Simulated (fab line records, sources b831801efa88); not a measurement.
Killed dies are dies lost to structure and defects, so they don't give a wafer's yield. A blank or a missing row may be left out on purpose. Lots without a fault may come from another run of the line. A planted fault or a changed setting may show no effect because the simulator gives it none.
Which tool did it? | flow gf180mcu | 14 lots, 42 wafers sampled, at 2 steps of a route of 602

WHAT THE GAUGES READ, wafer by wafer
GF_V1_THK_MEAS_01.
lot  | measured     | on            | V1_CVD_00_THK (nm)
L128 | day 17 00:14 | film_metro-01 | 605 609 604
L130 | day 18 00:58 | film_metro-04 | 601 596 608
L132 | day 18 17:27 | film_metro-02 | 599 597 589
L133 | day 19 00:33 | film_metro-01 | 598 598 598
L134 | day 19 09:13 | film_metro-04 | 601 599 597
L135 | day 20 10:18 | film_metro-02 | 607 597 608
L139 | day 21 21:11 | film_metro-02 | 604 594 598
L141 | day 22 07:23 | film_metro-01 | 607 603 605
L144 | day 23 01:29 | film_metro-01 | 595 614 599
L145 | day 23 09:53 | film_metro-04 | 611 604 603
L147 | day 23 23:28 | film_metro-04 | 600 602 602
L148 | day 24 11:16 | film_metro-01 | 599 592 592
L150 | day 24 22:25 | film_metro-04 | 597 605 601
L151 | day 25 07:39 | film_metro-04 | 603 595 601

WHICH TOOL RAN EACH LOT (tool, then ch and the chambers of the sampled wafers, then the start)
lot  | GF_M1_SPUTTER_04
L128 | pvd_sputter-04, day 16 00:41
L130 | pvd_sputter-02, day 17 00:29
L132 | pvd_sputter-03, day 17 17:14
L133 | pvd_sputter-02, day 18 00:08
L134 | pvd_sputter-04, day 18 07:59
L135 | pvd_sputter-03, day 19 08:51
L139 | pvd_sputter-04, day 20 20:17
L141 | pvd_sputter-03, day 21 06:18
L144 | pvd_sputter-04, day 22 01:56
L145 | pvd_sputter-03, day 22 10:46
L147 | pvd_sputter-03, day 22 23:44
L148 | pvd_sputter-03, day 23 11:41
L150 | pvd_sputter-02, day 23 23:35
L151 | pvd_sputter-03, day 24 09:23
- GF_M1_SPUTTER_04: material TiN, target thk 50 nm, time 41.7 s.

WHAT THE TOOLS THEMSELVES READ (means of the sampled wafers that have a number; where no wafer has one, the mark that the record gives instead)
GF_M1_SPUTTER_04.
lot  | tool           | throttle_valve_pct (%)
L128 | pvd_sputter-04 | 29.9
L130 | pvd_sputter-02 | 29.1
L132 | pvd_sputter-03 | 29.9
L133 | pvd_sputter-02 | 28.7
L134 | pvd_sputter-04 | 29.9
L135 | pvd_sputter-03 | 30.4
L139 | pvd_sputter-04 | 29.6
L141 | pvd_sputter-03 | 30.4
L144 | pvd_sputter-04 | 29.7
L145 | pvd_sputter-03 | 30.1
L147 | pvd_sputter-03 | 29.1
L148 | pvd_sputter-03 | 29.0
L150 | pvd_sputter-02 | 29.6
L151 | pvd_sputter-03 | 29.1

THE ANSWER, worked out from the rows above alone
Rule: what is usual is taken from the lots themselves. Put in order of their means at a reading, lots are off if they are a third of the lots or fewer, leave a main group of 4 or more, and stand apart from it by a gap of 3 or more times the standard deviation of the main group's means; of several such gaps the widest counts. A main group whose means are all the same, to the digits that the tables above print for the reading, isn't used. A lot without any number at a reading at which 4 lots or more have one is off too. The other lots that the step has rows for count as sound. The gauges are gone through in route order, then the tools' own readings, and for those a lot's mean is taken as printed above. The first step at which some lot is off is used, and at that step the reading that is off furthest; a lot without a number counts as furthest.
No lot is off at any reading shown: from this, nothing can be told.

WHAT THE SIMULATOR HAD PUT IN
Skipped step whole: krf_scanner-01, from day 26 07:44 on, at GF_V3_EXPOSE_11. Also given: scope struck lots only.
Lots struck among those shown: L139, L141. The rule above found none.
